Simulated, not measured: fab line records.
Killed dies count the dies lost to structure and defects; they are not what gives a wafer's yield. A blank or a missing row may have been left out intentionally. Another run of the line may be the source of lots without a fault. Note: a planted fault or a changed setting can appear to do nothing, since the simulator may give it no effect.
The tool behind it: which one? ; flow sky130 ; 39 wafers from 13 lots sampled at 5 of the route's 708 steps

== WHAT THE GAUGES SHOWED, per wafer ==
SKY_NWELL_TW_MEAS_26. Usual: NWELL_2_TW typically reads 493, with standard deviation 4.3.
lot;measured;on;NWELL_2_TW;flag
L850;day 5 09:19;film-metro-01;493 489 490;
L851;day 5 15:19;film-metro-01;495 492 494;
L852;day 5 19:48;film-metro-04;490 490 490;
L860;day 7 21:56;film-metro-02;513 512 511;OFF
L861;day 8 00:34;film-metro-04;509 507 510;OFF
L862;day 8 11:02;film-metro-02;497 496 496;
L865;day 8 23:53;film-metro-04;497 495 495;
L868;day 10 02:32;film-metro-04;491 491 493;
L869;day 10 06:08;film-metro-01;489 488 485;
L870;day 10 11:23;film-metro-02;500 500 501;
L871;day 10 20:55;film-metro-04;491 492 494;
L872;day 11 02:11;film-metro-04;493 491 491;
L873;day 11 05:32;film-metro-04;493 494 493;

SKY_GATE_OXIDE_THK_MEAS_02. Usual: GATE_OXIDE_OXIDATION_00_THK typically reads 10.20 nm, with standard deviation 0.19.
lot;measured;on;GATE_OXIDE_OXIDATION_00_THK (nm);flag
L850;day 13 05:18;film-metro-01;10.38 10.24 10.33;
L851;day 13 05:17;film-metro-02;10.10 10.15 10.03;
L852;day 13 14:53;film-metro-02;10.27 10.28 10.30;
L860;day 16 03:23;film-metro-01;10.15 10.19 10.28;
L861;day 16 07:29;film-metro-02;10.30 10.21 10.32;
L862;day 17 00:38;film-metro-02;9.90 9.95 10.08;
L865;day 17 12:04;film-metro-01;9.98 10.05 9.83;
L868;day 19 03:05;film-metro-02;10.37 10.36 10.44;
L869;day 19 11:05;film-metro-04;10.44 10.45 10.58;
L870;day 19 15:00;film-metro-01;10.49 10.28 10.58;
L871;day 20 06:44;film-metro-01;10.32 10.32 10.45;
L872;day 20 10:41;film-metro-04;10.30 10.01 10.12;
L873;day 20 14:39;film-metro-04;10.23 10.15 10.26;

SKY_LI_CONTACT_BOW_MEAS_03. Usual: LI_CONTACT_BOW typically reads 57 um, with standard deviation 7.2.
lot;measured;on;LI_CONTACT_BOW (um);flag
L850;day 28 14:30;film-metro-03;56 60 44;
L851;day 28 15:31;film-metro-02;63 62 67;
L852;day 28 22:00;film-metro-03;63 65 62;
L860;day 31 09:21;film-metro-02;50 62 50;
L861;day 31 18:28;film-metro-02;58 62 50;
L862;day 32 03:40;film-metro-03;48 55 48;
L865;day 32 11:20;film-metro-03;59 63 76;
L868;day 34 00:21;film-metro-01;64 49 63;
L869;day 34 07:39;film-metro-03;51 53 62;
L870;day 34 08:03;film-metro-02;56 69 55;
L871;day 35 01:37;film-metro-01;56 72 61;
L872;day 35 04:18;film-metro-01;53 50 44;
L873;day 35 05:28;film-metro-01;70 47 57;

SKY_LOCAL_INTERCONNECT_RS_MEAS_01: a four-point-probe measurement. Usual: LOCAL_INTERCONNECT_TIN_RS typically reads 14.03 ohm/sq, with standard deviation 0.16.
lot;measured;on;LOCAL_INTERCONNECT_TIN_RS (ohm/sq);flag
L850;day 29 20:11;film-metro-01;13.77 13.73 13.85;
L851;day 29 20:55;film-metro-03;13.91 14.24 14.26;
L852;day 30 03:08;film-metro-04;14.02 13.91 13.92;
L860;day 32 13:25;film-metro-01;13.83 13.79 13.83;
L861;day 32 22:26;film-metro-04;13.99 14.01 14.09;
L862;day 33 07:10;film-metro-01;13.93 14.02 14.15;
L865;day 33 15:13;film-metro-03;14.10 13.83 14.11;
L868;day 35 04:31;film-metro-01;14.09 14.16 14.20;
L869;day 35 11:27;film-metro-04;13.98 13.99 14.12;
L870;day 35 11:29;film-metro-01;13.91 13.96 14.00;
L871;day 36 04:32;film-metro-03;14.56 14.06 14.27;
L872;day 36 07:27;film-metro-03;14.12 14.11 14.07;
L873;day 36 09:07;film-metro-04;13.80 13.95 13.64;

== TOOL THAT RAN EACH LOT (tool first, then ch and the chambers of the sampled wafers, then the start) ==
lot;SKY_NWELL_IMPLANT_24
L850;implanter-03 ch 0, day 5 09:05
L851;implanter-02 ch 0, day 5 15:04
L852;implanter-02 ch 0, day 5 19:34
L860;implanter-02 ch 0, day 7 21:43
L861;implanter-02 ch 0, day 8 00:19
L862;implanter-03 ch 0, day 8 10:49
L865;implanter-03 ch 0, day 8 23:38
L868;implanter-01 ch 0, day 10 02:17
L869;implanter-01 ch 0, day 10 05:55
L870;implanter-01 ch 0, day 10 11:08
L871;implanter-01 ch 0, day 10 20:40
L872;implanter-01 ch 0, day 11 01:56
L873;implanter-02 ch 0, day 11 05:17
- SKY_NWELL_IMPLANT_24

== WHAT THE TOOLS THEMSELVES READ (means of the sampled wafers that have a number; where no wafer has one, the mark that the record gives instead) ==
SKY_NWELL_IMPLANT_24. Usual: dose-ions-cm2 9.199e+12, standard deviation 1e+10; faraday-current-uA 51.8, standard deviation 1.
lot;tool;dose-ions-cm2;faraday-current-uA;flag
L850;implanter-03;9.188e+12;52.2;
L851;implanter-02;9.192e+12;50.9;
L852;implanter-02;9.184e+12;51.9;
L860;implanter-02;9.921e+12;55.3;OFF
L861;implanter-02;9.926e+12;55.5;OFF
L862;implanter-03;9.200e+12;51.2;
L865;implanter-03;9.192e+12;52.2;
L868;implanter-01;9.200e+12;53.8;
L869;implanter-01;9.206e+12;51.3;
L870;implanter-01;9.188e+12;53.3;
L871;implanter-01;9.201e+12;51.8;
L872;implanter-01;9.203e+12;52.5;
L873;implanter-02;9.192e+12;52.6;

== THE ANSWER, worked out from the rows above alone ==
Rule: a lot counts as off when the mean over its wafers that have a number is more than 3 standard deviations away from the usual mean. A lot without any number at a reading at which 4 lots or more have one is off too. Any other lot the step has rows for is counted as sound. The gauges are gone through in route order, then the tools' own readings, and for those a lot's mean is taken as printed above. The first step at which some lot is off is used, and at that step the reading that is off furthest; a lot without a number counts as furthest.
Off: at SKY_NWELL_TW_MEAS_26 (NWELL_2_TW), L860, L861.
A tool fits if, at a process step before that reading, it ran every lot that is off, and no sound lot after the first of them. Not tried: the gauges at SKY_NWELL_TW_MEAS_26; whatever is off there is also off at SKY_NWELL_IMPLANT_24, on other tools, and gauge error can't account for it. None of those tried fits.

== WHAT THE SIMULATOR HAD INSERTED ==
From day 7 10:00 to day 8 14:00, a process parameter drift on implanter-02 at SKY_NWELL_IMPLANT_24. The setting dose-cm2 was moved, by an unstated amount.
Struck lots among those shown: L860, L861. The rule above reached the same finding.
